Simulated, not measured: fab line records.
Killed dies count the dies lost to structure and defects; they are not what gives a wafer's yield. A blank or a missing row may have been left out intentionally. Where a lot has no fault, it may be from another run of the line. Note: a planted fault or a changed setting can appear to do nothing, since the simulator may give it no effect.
Which tool did it?    flow gf180mcu    Sampling: 6 lots, 18 wafers, 2 of 602 route steps

## WHAT THE GAUGES READ, wafer by wafer
GF_V1_CD_MEAS_14: target cd 260 nm.
lot   measured      on        cdNm (nm)
L709  day 18 10:01  cdSem-01  260.2 258.7 260.2
L716  day 21 08:10  cdSem-01  257.9 256.8 256.6
L724  day 24 03:38  cdSem-02  258.7 260.3 260.1
L726  day 24 21:18  cdSem-02  259.8 259.9 259.7
L728  day 25 09:08  cdSem-01  259.7 258.9 260.3
L730  day 26 00:43  cdSem-01  259.9 258.9 260.7

## WHICH TOOL RAN EACH LOT (tool, then ch and the chambers of the sampled wafers, then the start)
lot   GF_V1_SOFTBAKE_10
L709  lithoTrack-04 ch 0, day 17 22:00
L716  lithoTrack-02 ch 0, day 20 20:00
L724  lithoTrack-03 ch 0, day 23 17:00
L726  lithoTrack-04 ch 0, day 24 10:00
L728  lithoTrack-04 ch 0, day 24 23:00
L730  lithoTrack-04 ch 0, day 25 14:00
- GF_V1_SOFTBAKE_10: time 60 s.

## THE ANSWER, worked out from the rows above alone
Rule: what is usual is taken from the lots themselves. The widest of any qualifying gaps counts: lots, ordered by their means at a reading, are off when they make up no more than a third of the lots, leave a main group of 4 or more, and stand apart from it by 3 or more times the standard deviation of that group's means. A main group is skipped when, at the precision printed for the reading in the tables above, its means are all equal. A lot without any number at a reading at which 4 lots or more have one is off too. All remaining lots with rows at the step are treated as sound.
Off: L716, at GF_V1_CD_MEAS_14 (cdNm). The main group: mean 259.7 nm, standard deviation 0.073.
If a tool, at a process step before that reading, ran all the lots that are off and no sound lot after the first of them, it fits. Gauges at GF_V1_CD_MEAS_14: tried the same way as those tools. One fits: GF_V1_SOFTBAKE_10 on lithoTrack-02. It ran no sound lot before its first lot that is off in this sample, so the start can't be narrowed down.

## WHAT THE SIMULATOR HAD PUT IN
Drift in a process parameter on lithoTrack-02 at GF_V1_SOFTBAKE_10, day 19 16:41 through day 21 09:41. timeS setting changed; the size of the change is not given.
Lots struck among those shown: L716. The same result came from the rule above.
